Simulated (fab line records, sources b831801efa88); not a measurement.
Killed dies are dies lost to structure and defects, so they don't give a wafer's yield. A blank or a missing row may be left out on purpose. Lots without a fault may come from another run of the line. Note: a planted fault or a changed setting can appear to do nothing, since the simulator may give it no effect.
Struck lot and sound lot, side by side | flow sky130 | 17 out of 708 route steps
Sound: the wafers L320.3, L320.4, L320.5. Struck: wafers L324.1, L324.5, L324.6. The cause is given at the end.
Order at every step that has rows: each side's tool, ch and its chambers, its first start. Under that, the readings that differ: sound wafers | struck wafers | difference of the means | sigmas: that difference in standard deviations of wafers without a fault.
alike: readings with means less than 2 such deviations apart, plus words and numbers identical on both sides. not compared: withheld readings, readings lacking a value on some wafer, bounds such as >300 that could conceal the same value, and numbers that have no deviation in the record and whose values overlap.
The two part at a step that has a row with sigmas, a row that says differs or no value, or rows on one side only. Non-overlapping numbers with no deviation appear without sigmas and do not part them. Lack of a reading on every wafer of one side parts them only where that side has two or more wafers.

first, 5 steps without rows for these wafers: SKY_SD_N_COAT_02 (resist thk 1140 nm); SKY_SD_N_SOFTBAKE_03 (time 60 s); SKY_SD_N_EXPOSE_04 (exposes mask NSDM, target cd 380 nm); SKY_SD_N_PEB_05; SKY_SD_N_DEVELOP_06 (develop time 60 s).
SKY_SD_N_CD_MEAS_07: the cd target is 380 nm.
  sound: cd sem-01 at day 29 02:55; struck: cd sem-02 at day 30 07:38
  reading    | sound             | struck            | difference | sigmas
  cd nm (nm) | 384.8 384.2 382.8 | 377.9 377.8 376.8 | -6.4       | -3
SKY_SD_N_OVL_MEAS_08:
  sound: overlay-01 at day 29 03:01; struck: overlay-02 at day 30 07:46
  alike: SD_N_OVL
then, 2 steps without rows for these wafers: SKY_SD_N_IMPLANT_09; SKY_SD_N_IMPLANT_10.
SKY_SD_N_STRIP_11: strips in O2/N2.
  sound on plasma asher-03 ch 0,1, day 29 03:22; struck on plasma asher-01 ch 0,1, day 30 08:05
  reading                      | sound             | struck            | difference | sigmas
  strip time to endpoint s (s) | 22.44 22.41 22.47 | 22.57 22.55 22.59 | +0.13      | +3
  alike: drypump motor current A, oes product au
  not compared: rf hours counter h
SKY_SD_N_TW_MEAS_12:
  sound: film metro-03 at day 29 03:28; struck: film metro-03 at day 30 08:11
  alike: SD_N_TW
then, 1 step without rows for these wafers: SKY_SD_N_CLEAN_13 (cleans in SC1/SC2, time 150 s).
SKY_SD_N_RTA_14: time 2 s.
  sound on rtp anneal-01 ch 0, day 29 03:34; struck on rtp anneal-01 ch 0, day 30 08:18
  reading            | sound                | struck               | difference | sigmas
  lamp power pct (%) | 15.68 15.70 15.71    | 16.59 16.59 16.62    | +0.90      | +17
  wafer_temp_C_max   | 1078.1 1080.0 1076.6 | 1107.9 1109.7 1109.1 | +30.7      | +20
SKY_SD_N_RS_MEAS_16: the measuring method here is four-point-probe.
  sound: film metro-03 at day 29 03:46; struck: film metro-03 at day 30 08:29
  reading          | sound             | struck            | difference | sigmas
  SD_N_RS (ohm/sq) | 68.71 68.68 68.77 | 62.67 62.80 62.72 | -5.99      | -40
SKY_SD_N_RS_MEAS_17: the measuring method here is four-point-probe.
  sound: film metro-03 at day 29 03:53; struck: film metro-03 at day 30 08:36
  reading          | sound             | struck            | difference | sigmas
  SD_P_RS (ohm/sq) | 146.1 146.3 146.5 | 118.0 117.8 117.6 | -28.5      | -66
SKY_SD_N_RS_MEAS_18: the measuring method here is four-point-probe.
  sound: film metro-03 at day 29 04:00; struck: film metro-03 at day 30 08:43
  reading               | sound             | struck            | difference | sigmas
  RES_XHIGH_RS (ohm/sq) | 334.3 334.1 333.2 | 330.8 331.1 330.8 | -3.0       | -3
-- a jump in the record: the struck wafers' starts before and after are 17 days apart (it breaks off in module SD_N and resumes in module PAD_OPEN, where the first step shown is number 708 of the route) --
SKY_PAD_OPEN_PROBE_99:
  sound: prober-01 at day 46 19:21; struck: prober-02 at day 47 16:24
  reading                                | sound             | struck            | difference | sigmas
  model.etest.res xhigh po.line ohm um   | 5763 5824 5717    | 4274 4185 4224    | -1540      |
  model.etest.res xhigh po.rs ohm sq     | 2063 2031 1994    | 1495 1466 1478    | -550       |
  model.etest.pfet_01v8.r on ohm um      | 2911 2919 2914    | 2470 2456 2493    | -442       |
  model.etest.res pdiff.line ohm um      | 1310 1349 1324    | 1144 1141 1108    | -197       |
  model.etest.pfet g5v0d10v5.r on ohm um | 4912 5010 4969    | 4755 4736 4735    | -222       |
  model.etest.res high po.line ohm um    | 749.7 748.7 751.4 | 611 592.4 595     | -150       |
  model.etest.licon high po.rc ohm       | 341.9 352.5 342.9 | 235.5 242.9 243.9 | -105.0     |
  model.etest.res ndiff.line ohm um      | 755.8 773.2 749.5 | 721.3 711.4 693.4 | -50.8      |
  alike: killed_at_M0_to_M3, killed_at_M4_up, killed at contacts, killed at front end, killed at other, killed dies, killed open, killed short

WHERE THEY PART
First at SKY_SD_N_CD_MEAS_07; last, within this record, at SKY_SD_N_RS_MEAS_18. Later steps at which nothing parts them and some readings are alike: SKY_PAD_OPEN_PROBE_99.

WHY: whatever the simulator had introduced
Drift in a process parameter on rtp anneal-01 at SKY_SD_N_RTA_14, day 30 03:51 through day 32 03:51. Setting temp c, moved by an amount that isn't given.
